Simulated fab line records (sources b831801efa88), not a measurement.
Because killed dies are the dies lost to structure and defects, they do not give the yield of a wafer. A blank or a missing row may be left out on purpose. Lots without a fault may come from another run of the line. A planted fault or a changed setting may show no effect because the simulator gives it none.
Comparing a struck lot with a sound one	flow sfqLine	43 steps out of a route of 325
Sound: wafers L382.2, L382.4, L382.6. Struck: wafer L393.1 (L393.3, L393.4, from the same lot, were not struck and are left out); the cause is given at the end.
At each step with rows: each side's tool, then ch and its chambers, then its first start. Under that, the readings that differ: sound wafers	struck wafers	difference of the means	sigmas: that difference in standard deviations of wafers without a fault.
alike: readings whose means differ by less than 2 such deviations, and words and numbers that are the same on both sides. not compared: withheld readings, readings that some wafer has no value for, bounds like >300 that may hide the same value, and numbers for which the record gives no deviation and whose values overlap.
A row with sigmas, a row that says differs or no value, or rows on one side alone: a step with any of these is where the two part. When numbers do not overlap yet have no deviation, they are printed without sigmas and do not part them. A reading missing from all wafers of one side parts the sides only when that side holds two or more wafers.

first, 3 steps without rows for these wafers: SFQ_TRILAYER_M5_STRIP_SOLV_CLEAN_128 (cleans in NMP, time 600 s); SFQ_TRILAYER_A5B_DEP_PECVD_129 (deposits SiO2 from SiH4/N2O, time 133.33 s, target thk 600 nm); SFQ_TRILAYER_A5B_CMP_CMP_130 (polishes, stops on Nb, target thk 340.7 nm).
SFQ_TRILAYER_A5B_METRO_MEASURE_131:
  sound: filmMetro-02 at day 59 16:05; struck: filmMetro-01 at day 64 13:27
  alike: thkNm
SFQ_TRILAYER_R5_DEP_SPUTTER_132: material Ti, target thk 5 nm, time 5 s.
  sound: pvdSputter-04 at day 59 17:05; struck: pvdSputter-06 at day 64 14:39
  alike: cathodeDcPowerW, chamberPressurePa, throttleValvePct
then, 1 step without rows for these wafers: SFQ_TRILAYER_R5_DEP_SPUTTER_133 (material MoNx, target thk 40 nm, time 66.7 s).
SFQ_TRILAYER_R5_DEP_SPUTTER_134: material Ti, target thk 5 nm, time 5 s.
  sound: pvdSputter-04 at day 59 17:09; struck: pvdSputter-06 at day 64 14:43
  alike: cathodeDcPowerW, chamberPressurePa, throttleValvePct
SFQ_R5_RS_MEAS_933: the measuring method here is four-point-probe.
  sound: filmMetro-01 at day 59 17:11; struck: filmMetro-02 at day 64 14:44
reading	sound	struck	difference	sigmas
R5_MONX_RS (ohm/sq)	6.94 6.99 6.93	7.12	+0.17	+3
SFQ_R5_THK_MEAS_934: measures by xrf.
  sound: filmMetro-01 at day 59 17:18; struck: filmMetro-02 at day 64 14:52
reading	sound	struck	difference	sigmas
R5_MONX_THK (nm)	40.2 40.4 40.5	39.2	-1.2	-3
then, 3 steps without rows for these wafers: SFQ_TRILAYER_R5_LITHO_COAT_141 (resist thk 62 nm); SFQ_TRILAYER_R5_LITHO_COAT_136 (resist thk 600 nm); SFQ_TRILAYER_R5_LITHO_SOFTBAKE_140.
-- the record jumps here: 5 days lie between the struck wafers' starts before and after --
SFQ_TRILAYER_R5_LITHO_EXPOSE_137: exposes mask R5, target cd 500 nm.
  sound on krfScanner-02 ch 0, day 59 18:18; struck on krfScanner-01 ch 0, day 69 05:43
  alike: mask, focusOffsetNm
then, 2 steps without rows for these wafers: SFQ_TRILAYER_R5_LITHO_PEB_139 (peb time 60 s); SFQ_TRILAYER_R5_LITHO_DEVELOP_138 (time 60 s).
SFQ_R5_OVL_MEAS_935:
  sound: overlay-02 at day 59 19:37; struck: overlay-01 at day 69 07:13
  alike: R5_OVL
SFQ_TRILAYER_R5_BARC_OPEN_METAL_ETCH_177: etches BARC in O2, target depth 125 nm, time 41.7 s.
  sound on rieMetal-03 ch 0,1, day 59 19:38; struck on rieMetal-04 ch 1, day 69 07:16
reading	sound	struck	difference	sigmas
model.R5.cdNm (nm)	498.6 500.6 499.4	491.4	-8.1	
  alike: drypumpMotorCurrentA, oesProductAu, rfFwdPowerW
  not compared: rfHoursCounterH
SFQ_TRILAYER_R5_ETCH_METAL_ETCH_139: etches the open film in Cl2, stops on SiO2, target depth 60 nm, time 40 s.
  sound on rieMetal-03 ch 0,1, day 59 19:42; struck on rieMetal-04 ch 1, day 69 07:19
reading	sound	struck	difference	sigmas
model.R5.cdNm (nm)	498.3 500.2 499.2	491.1	-8.1	
  alike: drypumpMotorCurrentA, oesProductAu, rfFwdPowerW
  not compared: rfHoursCounterH
then, 9 steps without rows for these wafers: SFQ_TRILAYER_R5_STRIP_STRIP_140 (strips in O2); SFQ_TRILAYER_R5_STRIP_SOLV_CLEAN_141 (cleans in NMP, time 600 s); SFQ_TRILAYER_A5C_DEP_PECVD_142 (deposits SiO2 from SiH4/N2O, time 15.556 s, target thk 70 nm); SFQ_TRILAYER_I5_LITHO_COAT_149 (resist thk 62 nm); SFQ_TRILAYER_I5_LITHO_COAT_144 (resist thk 650 nm); SFQ_TRILAYER_I5_LITHO_SOFTBAKE_148; SFQ_TRILAYER_I5_LITHO_EXPOSE_145 (exposes mask I5, target cd 700 nm); SFQ_TRILAYER_I5_LITHO_PEB_147 (peb time 60 s); SFQ_TRILAYER_I5_LITHO_DEVELOP_146 (time 60 s).
SFQ_I5_OVL_MEAS_936:
  sound: overlay-01 at day 59 23:38; struck: overlay-02 at day 70 08:33
reading	sound	struck	difference	sigmas
I5_OVL (nm)	-1 -10 -14	4	+12	+2
then, 10 steps without rows for these wafers: SFQ_TRILAYER_I5_BARC_OPEN_VIA_ETCH_200 (etches BARC in O2, target depth 125 nm, time 41.7 s); SFQ_TRILAYER_I5_ETCH_VIA_ETCH_147 (etches the open film in CHF3, stops on Nb, target depth 360 nm); SFQ_TRILAYER_I5_STRIP_STRIP_148 (strips in O2); SFQ_TRILAYER_I5_STRIP_SOLV_CLEAN_149 (cleans in NMP, time 600 s); SFQ_TRILAYER_C5_LITHO_COAT_156 (resist thk 62 nm); SFQ_TRILAYER_C5_LITHO_COAT_151 (resist thk 650 nm); SFQ_TRILAYER_C5_LITHO_SOFTBAKE_155; SFQ_TRILAYER_C5_LITHO_EXPOSE_152 (exposes mask C5, target cd 500 nm); SFQ_TRILAYER_C5_LITHO_PEB_154 (peb time 60 s); SFQ_TRILAYER_C5_LITHO_DEVELOP_153 (time 60 s).
SFQ_C5_OVL_MEAS_937:
  sound: overlay-01 at day 60 02:53; struck: overlay-01 at day 71 05:58
  alike: C5_OVL
SFQ_TRILAYER_C5_BARC_OPEN_VIA_ETCH_210: etches BARC in O2, target depth 125 nm, time 41.7 s.
  sound on rieDiel-01 ch 0,2, day 60 02:55; struck on rieDiel-01 ch 3, day 71 05:59
  alike: drypumpMotorCurrentA, oesProductAu, rfFwdPowerW
  not compared: rfHoursCounterH
then, 1 step without rows for these wafers: SFQ_TRILAYER_C5_ETCH_VIA_ETCH_154 (etches SiO2 in CHF3, stops on Nb, target depth 84 nm).
SFQ_TRILAYER_C5_STRIP_STRIP_155: strips in O2.
  sound on rieMetal-02 ch 0,1, day 60 03:01; struck on rieMetal-03 ch 0, day 71 06:05
reading	sound	struck	difference	sigmas
oesProductAu (a.u.)	0.988 0.995 0.982	1.013	+0.025	+3
  alike: drypumpMotorCurrentA
  not compared: rfHoursCounterH
-- the record jumps here: 10 days lie between the struck wafers' starts before and after --
SFQ_M8_BOW_MEAS_951:
  sound: filmMetro-04 at day 72 11:53; struck: filmMetro-01 at day 81 13:05
reading	sound	struck	difference	sigmas
model.etest.r5.ohmUm	13.93 13.98 13.91	14.46	+0.52	
  alike: M8_BOW

WHERE THEY PART
At SFQ_R5_RS_MEAS_933 first; at SFQ_TRILAYER_C5_STRIP_STRIP_155 last (within this record only). Later steps at which nothing parts them and some readings are alike: SFQ_M8_BOW_MEAS_951.

WHY: whatever the simulator had introduced
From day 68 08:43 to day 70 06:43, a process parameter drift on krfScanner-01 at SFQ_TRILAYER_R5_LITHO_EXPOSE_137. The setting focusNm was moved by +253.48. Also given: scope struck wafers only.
